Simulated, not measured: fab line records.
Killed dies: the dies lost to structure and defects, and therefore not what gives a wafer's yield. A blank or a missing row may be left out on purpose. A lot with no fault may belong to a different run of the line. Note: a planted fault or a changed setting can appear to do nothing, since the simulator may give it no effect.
Comparing a struck lot with a sound one | flow sfq line | 43 out of 325 route steps
Sound: wafers L999.2, L999.3, L999.4. The struck wafers were L108.3, L108.4, L108.6. The cause is named last.
Per side, at each step with rows, come the tool, then ch with its chambers, and then its first start. Under that, the readings that differ: sound wafers | struck wafers | difference of the means | sigmas: that difference in standard deviations of wafers without a fault.
alike: words and numbers the same on both sides, and readings whose means are apart by under 2 such deviations; not compared: readings that were withheld, readings missing a value for some wafer, numbers with overlapping values and no deviation given by the record, and bounds like >300 which may hide the same value.
Wherever a step has rows on one side only, a row that says differs or no value, or a row with sigmas, the two part there. When numbers do not overlap yet have no deviation, they are printed without sigmas and do not part them. A reading missing from all wafers of one side parts the sides only when that side holds two or more wafers.

first, 6 steps without rows for these wafers: SFQ_TRILAYER_M5_LITHO_COAT_128 (resist thk 62 nm); SFQ_TRILAYER_M5_LITHO_COAT_123 (resist thk 600 nm); SFQ_TRILAYER_M5_LITHO_SOFTBAKE_127; SFQ_TRILAYER_M5_LITHO_EXPOSE_124 (exposes mask M5, target cd 700 nm); SFQ_TRILAYER_M5_LITHO_PEB_126 (peb time 60 s); SFQ_TRILAYER_M5_LITHO_DEVELOP_125 (time 60 s).
SFQ_M5_OVL_MEAS_932:
  sound: overlay-01 at day 56 23:10; struck: overlay-01 at day 58 01:47
  alike: M5_OVL
SFQ_TRILAYER_M5_BARC_OPEN_METAL_ETCH_161: etches BARC in O2, target depth 125 nm, time 41.7 s.
  sound on rie metal-03 ch 0,1, day 56 23:11; struck on rie metal-03 ch 0,1, day 58 01:50
  alike: drypump motor current A, oes product au, rf fwd power W
  not compared: rf hours counter h
then, 1 step without rows for these wafers: SFQ_TRILAYER_M5_ETCH_METAL_ETCH_126 (etches Nb in Cl2/BCl3, stops on SiO2, time 203.2 s, target depth 265 nm).
SFQ_TRILAYER_M5_STRIP_STRIP_127: strips in O2.
  sound on rie metal-03 ch 0,1, day 56 23:26; struck on rie metal-03 ch 0,1, day 58 02:16
  alike: drypump motor current A, oes product au
  not compared: rf hours counter h
then, 2 steps without rows for these wafers: SFQ_TRILAYER_M5_STRIP_SOLV_CLEAN_128 (cleans in NMP, time 600 s); SFQ_TRILAYER_A5B_DEP_PECVD_129 (deposits SiO2 from SiH4/N2O, time 133.33 s, target thk 600 nm).
SFQ_TRILAYER_A5B_CMP_CMP_130: polishes, stops on Nb, target thk 340.7 nm.
  sound on cmp-01 ch 0,1,3, day 57 00:19; struck on cmp-01 ch 0,3, day 58 08:08
  no value came back on the struck wafers for edge zone pressure frac, head pressure psi (psi), motor current A (A); on the sound wafers edge zone pressure frac reads 0.994 1.001 1.003
  reading                                              | sound           | struck            | difference | sigmas
  model.SiO2_of_TRILAYER_A5B_DEP_PECVD_129.thk nm (nm) | 349.5 345 344.5 | 597.2 606.1 592.9 | +252.4     |
SFQ_TRILAYER_A5B_METRO_MEASURE_131:
  sound: film metro-01 at day 57 03:31; struck: film metro-04 at day 58 11:02
  reading     | sound       | struck      | difference | sigmas
  thk nm (nm) | 349 345 345 | 597 606 593 | +252       | +41
SFQ_TRILAYER_R5_DEP_SPUTTER_132: material Ti, target thk 5 nm, time 5 s.
  sound: pvd sputter-05 at day 57 04:31; struck: pvd sputter-03 at day 58 11:50
  alike: throttle valve pct
then, 2 steps without rows for these wafers: SFQ_TRILAYER_R5_DEP_SPUTTER_133 (material MoNx, target thk 40 nm, time 66.7 s); SFQ_TRILAYER_R5_DEP_SPUTTER_134 (material Ti, target thk 5 nm, time 5 s).
SFQ_R5_RS_MEAS_933: measures by four-point-probe.
  sound: film metro-03 at day 57 04:38; struck: film metro-02 at day 58 11:58
  alike: R5_MONX_RS
SFQ_R5_THK_MEAS_934: measures by xrf.
  sound: film metro-03 at day 57 04:45; struck: film metro-02 at day 58 12:04
  alike: R5_MONX_THK
then, 6 steps without rows for these wafers: SFQ_TRILAYER_R5_LITHO_COAT_141 (resist thk 62 nm); SFQ_TRILAYER_R5_LITHO_COAT_136 (resist thk 600 nm); SFQ_TRILAYER_R5_LITHO_SOFTBAKE_140; SFQ_TRILAYER_R5_LITHO_EXPOSE_137 (exposes mask R5, target cd 500 nm); SFQ_TRILAYER_R5_LITHO_PEB_139 (peb time 60 s); SFQ_TRILAYER_R5_LITHO_DEVELOP_138 (time 60 s).
-- the record jumps here: 5 days lie between the struck wafers' starts before and after --
SFQ_R5_OVL_MEAS_935:
  sound: overlay-01 at day 62 00:32; struck: overlay-01 at day 63 09:05
  alike: R5_OVL
SFQ_TRILAYER_R5_BARC_OPEN_METAL_ETCH_177: etches BARC in O2, target depth 125 nm, time 41.7 s.
  sound on rie metal-02 ch 0,1, day 62 00:34; struck on rie metal-02 ch 0,1, day 63 09:07
  alike: drypump motor current A, oes product au, rf fwd power W
  not compared: rf hours counter h
then, 10 steps without rows for these wafers: SFQ_TRILAYER_R5_ETCH_METAL_ETCH_139 (etches the open film in Cl2, stops on SiO2, target depth 60 nm, time 40 s); SFQ_TRILAYER_R5_STRIP_STRIP_140 (strips in O2); SFQ_TRILAYER_R5_STRIP_SOLV_CLEAN_141 (cleans in NMP, time 600 s); SFQ_TRILAYER_A5C_DEP_PECVD_142 (deposits SiO2 from SiH4/N2O, time 15.556 s, target thk 70 nm); SFQ_TRILAYER_I5_LITHO_COAT_149 (resist thk 62 nm); SFQ_TRILAYER_I5_LITHO_COAT_144 (resist thk 650 nm); SFQ_TRILAYER_I5_LITHO_SOFTBAKE_148; SFQ_TRILAYER_I5_LITHO_EXPOSE_145 (exposes mask I5, target cd 700 nm); SFQ_TRILAYER_I5_LITHO_PEB_147 (peb time 60 s); SFQ_TRILAYER_I5_LITHO_DEVELOP_146 (time 60 s).
-- the record jumps here: 4 days lie between the struck wafers' starts before and after --
SFQ_I5_OVL_MEAS_936:
  sound: overlay-02 at day 66 11:38; struck: overlay-01 at day 67 10:26
  alike: I5_OVL
then, 2 steps without rows for these wafers: SFQ_TRILAYER_I5_BARC_OPEN_VIA_ETCH_200 (etches BARC in O2, target depth 125 nm, time 41.7 s); SFQ_TRILAYER_I5_ETCH_VIA_ETCH_147 (etches the open film in CHF3, stops on Nb, target depth 360 nm).
SFQ_TRILAYER_I5_STRIP_STRIP_148: strips in O2.
  sound on rie metal-02 ch 0,1, day 66 11:52; struck on rie metal-01 ch 0,1, day 67 10:52
  alike: drypump motor current A, oes product au
  not compared: rf hours counter h
then, 1 step without rows for these wafers: SFQ_TRILAYER_I5_STRIP_SOLV_CLEAN_149 (cleans in NMP, time 600 s).
-- the record jumps here: 16 days lie between the struck wafers' starts before and after --
SFQ_M8_BOW_MEAS_951:
  sound: film metro-03 at day 76 18:37; struck: film metro-03 at day 83 13:52
  reading                 | sound             | struck            | difference | sigmas
  model.etest.i5.link ohm | 2.263 2.298 2.273 | 2.403 2.406 2.393 | +0.123     |
  alike: M8_BOW

== WHERE THEY PART ==
Earliest at SFQ_TRILAYER_A5B_CMP_CMP_130; latest, in this record, at SFQ_TRILAYER_A5B_METRO_MEASURE_131. Later steps at which nothing parts them and some readings are alike: SFQ_TRILAYER_R5_DEP_SPUTTER_132, SFQ_R5_RS_MEAS_933, SFQ_R5_THK_MEAS_934, SFQ_R5_OVL_MEAS_935, SFQ_TRILAYER_R5_BARC_OPEN_METAL_ETCH_177, SFQ_I5_OVL_MEAS_936, SFQ_TRILAYER_I5_STRIP_STRIP_148, SFQ_M8_BOW_MEAS_951.

WHY: the cause the simulator had injected
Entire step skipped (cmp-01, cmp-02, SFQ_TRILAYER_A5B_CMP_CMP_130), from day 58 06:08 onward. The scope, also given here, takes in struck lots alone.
